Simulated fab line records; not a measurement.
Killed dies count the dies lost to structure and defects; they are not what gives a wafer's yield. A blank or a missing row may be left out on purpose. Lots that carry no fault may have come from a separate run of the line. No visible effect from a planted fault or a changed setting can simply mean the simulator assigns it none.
Which tool is to blame? || flow sky130 || 11 lots with 33 wafers sampled at 7 steps, on a route of 708 steps

== WHAT THE GAUGES READ, wafer by wafer ==
SKY_POLY_GATE_THK_MEAS_01.
{"lot": "L643", "measured": "day 14 02:42", "on": "filmMetro-02", "POLY_GATE_CVD_00_THK (nm)": "178.1 179.2 178.3"}
{"lot": "L645", "measured": "day 14 19:29", "on": "filmMetro-03", "POLY_GATE_CVD_00_THK (nm)": "180.7 180.3 179.8"}
{"lot": "L646", "measured": "day 15 16:07", "on": "filmMetro-03", "POLY_GATE_CVD_00_THK (nm)": "178.2 178.9 179.7"}
{"lot": "L647", "measured": "day 15 22:58", "on": "filmMetro-02", "POLY_GATE_CVD_00_THK (nm)": "179.5 179.5 181.1"}
{"lot": "L648", "measured": "day 16 03:23", "on": "filmMetro-04", "POLY_GATE_CVD_00_THK (nm)": "181.0 181.7 181.6"}
{"lot": "L649", "measured": "day 16 13:23", "on": "filmMetro-03", "POLY_GATE_CVD_00_THK (nm)": "179.7 179.6 178.2"}
{"lot": "L650", "measured": "day 17 00:01", "on": "filmMetro-04", "POLY_GATE_CVD_00_THK (nm)": "181.1 179.9 181.1"}
{"lot": "L653", "measured": "day 17 20:22", "on": "filmMetro-03", "POLY_GATE_CVD_00_THK (nm)": "176.8 176.0 176.8"}
{"lot": "L655", "measured": "day 18 18:13", "on": "filmMetro-03", "POLY_GATE_CVD_00_THK (nm)": "179.6 177.7 178.9"}
{"lot": "L658", "measured": "day 19 15:11", "on": "filmMetro-03", "POLY_GATE_CVD_00_THK (nm)": "179.1 179.4 180.0"}
{"lot": "L659", "measured": "day 19 23:23", "on": "filmMetro-02", "POLY_GATE_CVD_00_THK (nm)": "182.1 183.3 181.0"}

SKY_SD_N_TW_MEAS_12.
{"lot": "L643", "measured": "day 28 06:00", "on": "filmMetro-04", "SD_N_TW": "3931 3919 3945"}
{"lot": "L645", "measured": "day 28 16:19", "on": "filmMetro-02", "SD_N_TW": "3967 3988 3956"}
{"lot": "L646", "measured": "day 29 16:01", "on": "filmMetro-02", "SD_N_TW": "3952 3951 3970"}
{"lot": "L647", "measured": "day 30 00:08", "on": "filmMetro-02", "SD_N_TW": "3955 3957 3965"}
{"lot": "L648", "measured": "day 30 03:34", "on": "filmMetro-02", "SD_N_TW": "4001 3982 3987"}
{"lot": "L649", "measured": "day 30 15:16", "on": "filmMetro-03", "SD_N_TW": "3938 3965 3962"}
{"lot": "L650", "measured": "day 31 01:08", "on": "filmMetro-03", "SD_N_TW": "3989 3989 3979"}
{"lot": "L653", "measured": "day 31 16:58", "on": "filmMetro-02", "SD_N_TW": "3954 3956 4004"}
{"lot": "L655", "measured": "day 32 12:37", "on": "filmMetro-02", "SD_N_TW": "3666 3684 3674"}
{"lot": "L658", "measured": "day 33 08:50", "on": "filmMetro-03", "SD_N_TW": "3663 3687 3678"}
{"lot": "L659", "measured": "day 33 15:57", "on": "filmMetro-02", "SD_N_TW": "3989 4002 3987"}

SKY_SD_N_RS_MEAS_16: measurement is done with a four-point probe.
{"lot": "L643", "measured": "day 28 06:19", "on": "filmMetro-03", "SD_N_RS (ohm/sq)": "68.66 68.45 68.50"}
{"lot": "L645", "measured": "day 28 16:37", "on": "filmMetro-03", "SD_N_RS (ohm/sq)": "68.56 68.43 68.53"}
{"lot": "L646", "measured": "day 29 16:18", "on": "filmMetro-04", "SD_N_RS (ohm/sq)": "68.75 68.66 68.70"}
{"lot": "L647", "measured": "day 30 00:25", "on": "filmMetro-03", "SD_N_RS (ohm/sq)": "68.54 68.51 68.59"}
{"lot": "L648", "measured": "day 30 03:51", "on": "filmMetro-04", "SD_N_RS (ohm/sq)": "68.56 68.57 68.60"}
{"lot": "L649", "measured": "day 30 15:34", "on": "filmMetro-04", "SD_N_RS (ohm/sq)": "68.51 68.45 68.57"}
{"lot": "L650", "measured": "day 31 01:27", "on": "filmMetro-02", "SD_N_RS (ohm/sq)": "68.44 68.46 68.55"}
{"lot": "L653", "measured": "day 31 17:16", "on": "filmMetro-04", "SD_N_RS (ohm/sq)": "68.51 68.48 68.23"}
{"lot": "L655", "measured": "day 32 12:55", "on": "filmMetro-02", "SD_N_RS (ohm/sq)": "79.54 79.66 79.32"}
{"lot": "L658", "measured": "day 33 09:11", "on": "filmMetro-02", "SD_N_RS (ohm/sq)": "79.55 79.35 79.70"}
{"lot": "L659", "measured": "day 33 16:19", "on": "filmMetro-03", "SD_N_RS (ohm/sq)": "68.40 68.31 68.62"}

SKY_CONTACT_THK_MEAS_01.
{"lot": "L643", "measured": "day 30 19:12", "on": "filmMetro-04", "CONTACT_CVD_00_THK (nm)": "74.9 76.1 76.6"}
{"lot": "L645", "measured": "day 31 04:12", "on": "filmMetro-04", "CONTACT_CVD_00_THK (nm)": "74.3 75.7 75.5"}
{"lot": "L646", "measured": "day 32 03:49", "on": "filmMetro-02", "CONTACT_CVD_00_THK (nm)": "74.9 72.5 76.4"}
{"lot": "L647", "measured": "day 32 10:05", "on": "filmMetro-01", "CONTACT_CVD_00_THK (nm)": "75.8 72.9 76.5"}
{"lot": "L648", "measured": "day 32 14:11", "on": "filmMetro-04", "CONTACT_CVD_00_THK (nm)": "74.5 73.6 75.5"}
{"lot": "L649", "measured": "day 33 01:32", "on": "filmMetro-02", "CONTACT_CVD_00_THK (nm)": "73.7 74.9 72.8"}
{"lot": "L650", "measured": "day 33 11:59", "on": "filmMetro-01", "CONTACT_CVD_00_THK (nm)": "74.5 76.2 76.0"}
{"lot": "L653", "measured": "day 34 03:17", "on": "filmMetro-01", "CONTACT_CVD_00_THK (nm)": "73.7 72.0 74.8"}
{"lot": "L655", "measured": "day 34 21:18", "on": "filmMetro-02", "CONTACT_CVD_00_THK (nm)": "73.3 75.1 76.8"}
{"lot": "L658", "measured": "day 35 16:28", "on": "filmMetro-02", "CONTACT_CVD_00_THK (nm)": "74.2 73.3 74.8"}
{"lot": "L659", "measured": "day 35 23:40", "on": "filmMetro-02", "CONTACT_CVD_00_THK (nm)": "74.4 75.7 74.3"}

== WHICH TOOL RAN EACH LOT (tool, then ch and the chambers of the sampled wafers, then the start) ==
{"lot": "L643", "SKY_SONOS_ONO_STRIP_17": "plasmaAsher-03 ch 0,1, day 12 20:01", "SKY_SD_N_IMPLANT_09": "implanter-04 ch 0, day 28 05:38", "SKY_SD_N_STRIP_11": "plasmaAsher-03 ch 0,1, day 28 05:54"}
{"lot": "L645", "SKY_SONOS_ONO_STRIP_17": "plasmaAsher-02 ch 0,1, day 13 11:17", "SKY_SD_N_IMPLANT_09": "implanter-01 ch 0, day 28 15:55", "SKY_SD_N_STRIP_11": "plasmaAsher-02 ch 0, day 28 16:13"}
{"lot": "L646", "SKY_SONOS_ONO_STRIP_17": "plasmaAsher-03 ch 0,1, day 14 07:51", "SKY_SD_N_IMPLANT_09": "implanter-03 ch 0, day 29 15:37", "SKY_SD_N_STRIP_11": "plasmaAsher-01 ch 0,1, day 29 15:55"}
{"lot": "L647", "SKY_SONOS_ONO_STRIP_17": "plasmaAsher-02 ch 0, day 14 12:11", "SKY_SD_N_IMPLANT_09": "implanter-03 ch 0, day 29 23:44", "SKY_SD_N_STRIP_11": "plasmaAsher-03 ch 0,1, day 30 00:01"}
{"lot": "L648", "SKY_SONOS_ONO_STRIP_17": "plasmaAsher-02 ch 0,1, day 14 17:05", "SKY_SD_N_IMPLANT_09": "implanter-01 ch 0, day 30 03:10", "SKY_SD_N_STRIP_11": "plasmaAsher-02 ch 0,1, day 30 03:28"}
{"lot": "L649", "SKY_SONOS_ONO_STRIP_17": "plasmaAsher-03 ch 0,1, day 15 03:14", "SKY_SD_N_IMPLANT_09": "implanter-03 ch 0, day 30 14:52", "SKY_SD_N_STRIP_11": "plasmaAsher-01 ch 0,1, day 30 15:10"}
{"lot": "L650", "SKY_SONOS_ONO_STRIP_17": "plasmaAsher-02 ch 0,1, day 15 13:13", "SKY_SD_N_IMPLANT_09": "implanter-03 ch 0, day 31 00:46", "SKY_SD_N_STRIP_11": "plasmaAsher-02 ch 0,1, day 31 01:04"}
{"lot": "L653", "SKY_SONOS_ONO_STRIP_17": "plasmaAsher-01 ch 0,1, day 16 08:50", "SKY_SD_N_IMPLANT_09": "implanter-04 ch 0, day 31 16:34", "SKY_SD_N_STRIP_11": "plasmaAsher-02 ch 0,1, day 31 16:52"}
{"lot": "L655", "SKY_SONOS_ONO_STRIP_17": "plasmaAsher-01 ch 0,1, day 17 03:26", "SKY_SD_N_IMPLANT_09": "implanter-04 ch 0, day 32 12:13", "SKY_SD_N_STRIP_11": "plasmaAsher-03 ch 0,1, day 32 12:31"}
{"lot": "L658", "SKY_SONOS_ONO_STRIP_17": "plasmaAsher-01 ch 0,1, day 18 01:14", "SKY_SD_N_IMPLANT_09": "implanter-04 ch 0, day 33 08:26", "SKY_SD_N_STRIP_11": "plasmaAsher-03 ch 0, day 33 08:43"}
{"lot": "L659", "SKY_SONOS_ONO_STRIP_17": "plasmaAsher-01 ch 0,1, day 18 09:49", "SKY_SD_N_IMPLANT_09": "implanter-01 ch 0, day 33 15:35", "SKY_SD_N_STRIP_11": "plasmaAsher-01 ch 0,1, day 33 15:51"}
- SKY_SONOS_ONO_STRIP_17: strips in O2/N2.
- SKY_SD_N_IMPLANT_09
- SKY_SD_N_STRIP_11: strips in O2/N2.

== WHAT THE TOOLS THEMSELVES READ (means of the sampled wafers that have a number; where no wafer has one, the mark that the record gives instead) ==
SKY_SONOS_ONO_STRIP_17.
{"lot": "L643", "tool": "plasmaAsher-03", "drypumpMotorCurrentA (A)": 6.1, "oesProductAu (a.u.)": 0.708, "stripTimeToEndpointS (s)": 14.08}
{"lot": "L645", "tool": "plasmaAsher-02", "drypumpMotorCurrentA (A)": 5.5, "oesProductAu (a.u.)": 0.710, "stripTimeToEndpointS (s)": 14.09}
{"lot": "L646", "tool": "plasmaAsher-03", "drypumpMotorCurrentA (A)": 6.1, "oesProductAu (a.u.)": 0.708, "stripTimeToEndpointS (s)": 14.09}
{"lot": "L647", "tool": "plasmaAsher-02", "drypumpMotorCurrentA (A)": 5.5, "oesProductAu (a.u.)": 0.713, "stripTimeToEndpointS (s)": 14.07}
{"lot": "L648", "tool": "plasmaAsher-02", "drypumpMotorCurrentA (A)": 5.4, "oesProductAu (a.u.)": 0.708, "stripTimeToEndpointS (s)": 14.07}
{"lot": "L649", "tool": "plasmaAsher-03", "drypumpMotorCurrentA (A)": 6.1, "oesProductAu (a.u.)": 0.709, "stripTimeToEndpointS (s)": 14.11}
{"lot": "L650", "tool": "plasmaAsher-02", "drypumpMotorCurrentA (A)": 5.4, "oesProductAu (a.u.)": 0.708, "stripTimeToEndpointS (s)": 14.11}
{"lot": "L653", "tool": "plasmaAsher-01", "drypumpMotorCurrentA (A)": 5.8, "oesProductAu (a.u.)": 0.713, "stripTimeToEndpointS (s)": 14.15}
{"lot": "L655", "tool": "plasmaAsher-01", "drypumpMotorCurrentA (A)": 5.8, "oesProductAu (a.u.)": 0.707, "stripTimeToEndpointS (s)": 14.08}
{"lot": "L658", "tool": "plasmaAsher-01", "drypumpMotorCurrentA (A)": 5.8, "oesProductAu (a.u.)": 0.713, "stripTimeToEndpointS (s)": 14.12}
{"lot": "L659", "tool": "plasmaAsher-01", "drypumpMotorCurrentA (A)": 6.2, "oesProductAu (a.u.)": 0.712, "stripTimeToEndpointS (s)": 14.20}

SKY_SD_N_IMPLANT_09.
{"lot": "L643", "tool": "implanter-04", "beamEnergyKeV": 49.997}
{"lot": "L645", "tool": "implanter-01", "beamEnergyKeV": 50.024}
{"lot": "L646", "tool": "implanter-03", "beamEnergyKeV": 49.991}
{"lot": "L647", "tool": "implanter-03", "beamEnergyKeV": 49.977}
{"lot": "L648", "tool": "implanter-01", "beamEnergyKeV": 49.968}
{"lot": "L649", "tool": "implanter-03", "beamEnergyKeV": 50.005}
{"lot": "L650", "tool": "implanter-03", "beamEnergyKeV": 50.014}
{"lot": "L653", "tool": "implanter-04", "beamEnergyKeV": 50.003}
{"lot": "L655", "tool": "implanter-04", "beamEnergyKeV": 36.410}
{"lot": "L658", "tool": "implanter-04", "beamEnergyKeV": 36.416}
{"lot": "L659", "tool": "implanter-01", "beamEnergyKeV": 50.006}

SKY_SD_N_STRIP_11.
{"lot": "L643", "tool": "plasmaAsher-03", "drypumpMotorCurrentA (A)": 6.1, "oesProductAu (a.u.)": 0.524, "stripTimeToEndpointS (s)": 22.53}
{"lot": "L645", "tool": "plasmaAsher-02", "drypumpMotorCurrentA (A)": 5.5, "oesProductAu (a.u.)": 0.532, "stripTimeToEndpointS (s)": 22.61}
{"lot": "L646", "tool": "plasmaAsher-01", "drypumpMotorCurrentA (A)": 5.8, "oesProductAu (a.u.)": 0.532, "stripTimeToEndpointS (s)": 22.55}
{"lot": "L647", "tool": "plasmaAsher-03", "drypumpMotorCurrentA (A)": 5.7, "oesProductAu (a.u.)": 0.527, "stripTimeToEndpointS (s)": 22.53}
{"lot": "L648", "tool": "plasmaAsher-02", "drypumpMotorCurrentA (A)": 5.5, "oesProductAu (a.u.)": 0.523, "stripTimeToEndpointS (s)": 22.58}
{"lot": "L649", "tool": "plasmaAsher-01", "drypumpMotorCurrentA (A)": 5.8, "oesProductAu (a.u.)": 0.526, "stripTimeToEndpointS (s)": 22.54}
{"lot": "L650", "tool": "plasmaAsher-02", "drypumpMotorCurrentA (A)": 5.4, "oesProductAu (a.u.)": 0.531, "stripTimeToEndpointS (s)": 22.43}
{"lot": "L653", "tool": "plasmaAsher-02", "drypumpMotorCurrentA (A)": 5.5, "oesProductAu (a.u.)": 0.528, "stripTimeToEndpointS (s)": 22.57}
{"lot": "L655", "tool": "plasmaAsher-03", "drypumpMotorCurrentA (A)": 5.7, "oesProductAu (a.u.)": 0.558, "stripTimeToEndpointS (s)": 20.52}
{"lot": "L658", "tool": "plasmaAsher-03", "drypumpMotorCurrentA (A)": 6.5, "oesProductAu (a.u.)": 0.564, "stripTimeToEndpointS (s)": 20.43}
{"lot": "L659", "tool": "plasmaAsher-01", "drypumpMotorCurrentA (A)": 6.2, "oesProductAu (a.u.)": 0.527, "stripTimeToEndpointS (s)": 22.57}

== THE ANSWER, worked out from the rows above alone ==
Rule: usual is defined by the lots themselves. Put in order of their means at a reading, lots are off if they are a third of the lots or fewer, leave a main group of 4 or more, and stand apart from it by a gap of 3 or more times the standard deviation of the main group's means; of several such gaps the widest counts. A main group is skipped when, at the precision printed for the reading in the tables above, its means are all equal. A lot without any number at a reading at which 4 lots or more have one is off too. The other lots that the step has rows for count as sound. First the gauges in route order, then the tools' own readings, where a lot's mean is used as printed above. At the first step where some lot is off, the reading lying furthest off is the one used; lots without a number count as furthest.
Off: at SKY_SD_N_TW_MEAS_12 (SD_N_TW), L655, L658. For the main group the mean is 3968 and the standard deviation 19.
If a tool, at a process step before that reading, ran all the lots that are off and no sound lot after the first of them, it fits. Not tried: the gauges at SKY_SD_N_TW_MEAS_12; whatever is off there is also off at SKY_SD_N_IMPLANT_09, on other tools, and gauge error can't account for it. 2 tools fit, implanter-04 at SKY_SD_N_IMPLANT_09 and plasmaAsher-03 at SKY_SD_N_STRIP_11, so this cannot tell which one it is.

== WHAT HAD BEEN PUT IN BY THE SIMULATOR ==
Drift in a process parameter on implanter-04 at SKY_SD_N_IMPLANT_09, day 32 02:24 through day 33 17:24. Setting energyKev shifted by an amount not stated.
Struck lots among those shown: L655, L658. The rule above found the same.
